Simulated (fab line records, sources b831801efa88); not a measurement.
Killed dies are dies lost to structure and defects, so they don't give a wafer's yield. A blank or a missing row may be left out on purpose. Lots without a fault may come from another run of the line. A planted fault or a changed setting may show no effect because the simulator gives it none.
One fault seen from 2 desks | flow sky130 | each desk has only its own numbers; what lay behind them comes last

THE TOOL OWNER'S DESK: pvd_sputter-03
The tool's own readings at SKY_LOCAL_INTERCONNECT_SPUTTER_00 (material TiN, target thk 100 nm, time 83.3 s): means of the sampled wafers that have a number, for each lot that ran on this tool. A lot is out of limits, marked OUT, if its mean lies more than 4 standard deviations from the usual mean; the brackets give that distance.
Columns: A = chamber_pressure_pa at SKY_LOCAL_INTERCONNECT_SPUTTER_00, usual 0.4001 Pa; B = throttle_valve_pct at SKY_LOCAL_INTERCONNECT_SPUTTER_00, usual 30.1 %
lot  | first seen here | A      | B
L987 | day 29 05:28    | 0.4011 | 30.6
L991 | day 30 20:02    | 0.4004 | 29.7
L992 | day 30 20:52    | 0.3993 | 31.8
L100 | day 33 12:50    | 0.3999 | 31.3
This desk's finding: nothing out of limits on any of the 4 lots.

THE METROLOGY DESK
What the gauges read, lot by lot, whatever tool the lot ran on: means of the sampled wafers that have a number. A lot is out of limits, marked OUT, if its mean lies more than 4 standard deviations from the usual mean; the brackets give that distance.
Columns: A = LI_CONTACT_W_THK at SKY_LI_CONTACT_THK_MEAS_23, usual 394 nm; B = LOCAL_INTERCONNECT_TIN_RS at SKY_LOCAL_INTERCONNECT_RS_MEAS_01, usual 14.13 ohm/sq; C = LOCAL_INTERCONNECT_TIN_THK at SKY_LOCAL_INTERCONNECT_THK_MEAS_02, usual 100.2 nm
lot  | first seen here | A   | B               | C
L987 | day 29 05:07    | 391 | 14.19           | 99.8
L989 | day 29 18:29    | 396 | 14.38           | 99.3
L988 | day 29 18:39    | 398 | 14.37           | 98.8
L990 | day 30 04:19    | 398 | 14.36           | 98.1
L991 | day 30 16:32    | 394 | 13.85           | 101.6
L992 | day 30 20:32    | 386 | 13.99           | 100.5
L100 | day 33 12:29    | 391 | 17.01 (+18) OUT | 88.6 (-9.7) OUT
L104 | day 35 22:54    | 395 | 14.11           | 100.2
L106 | day 36 00:03    | 397 | 14.22           | 98.9
L108 | day 36 07:09    | 396 | 14.30           | 99.3
This desk's finding: out of limits on L100; first on L100, day 33 12:54 (LOCAL_INTERCONNECT_TIN_RS at SKY_LOCAL_INTERCONNECT_RS_MEAS_01). In limits: L987, L989, L988, L990, L991, L992, L104, L106, L108.

PUT TOGETHER
The metrology desk could have raised an alarm at day 33 12:54, on L100.
The tool owner's desk saw nothing out of limits.
The tool owner's desk has L100 on record, within its limits.
Of the lots named, all ran SKY_LOCAL_INTERCONNECT_SPUTTER_00 on pvd_sputter-03.

WHAT THE SIMULATOR HAD PUT IN
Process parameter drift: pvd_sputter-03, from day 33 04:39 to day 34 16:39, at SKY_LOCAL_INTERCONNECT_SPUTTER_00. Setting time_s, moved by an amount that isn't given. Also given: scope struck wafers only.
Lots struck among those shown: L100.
Hours from the fault's start to each desk's first reading out of limits: the metrology desk, 8.
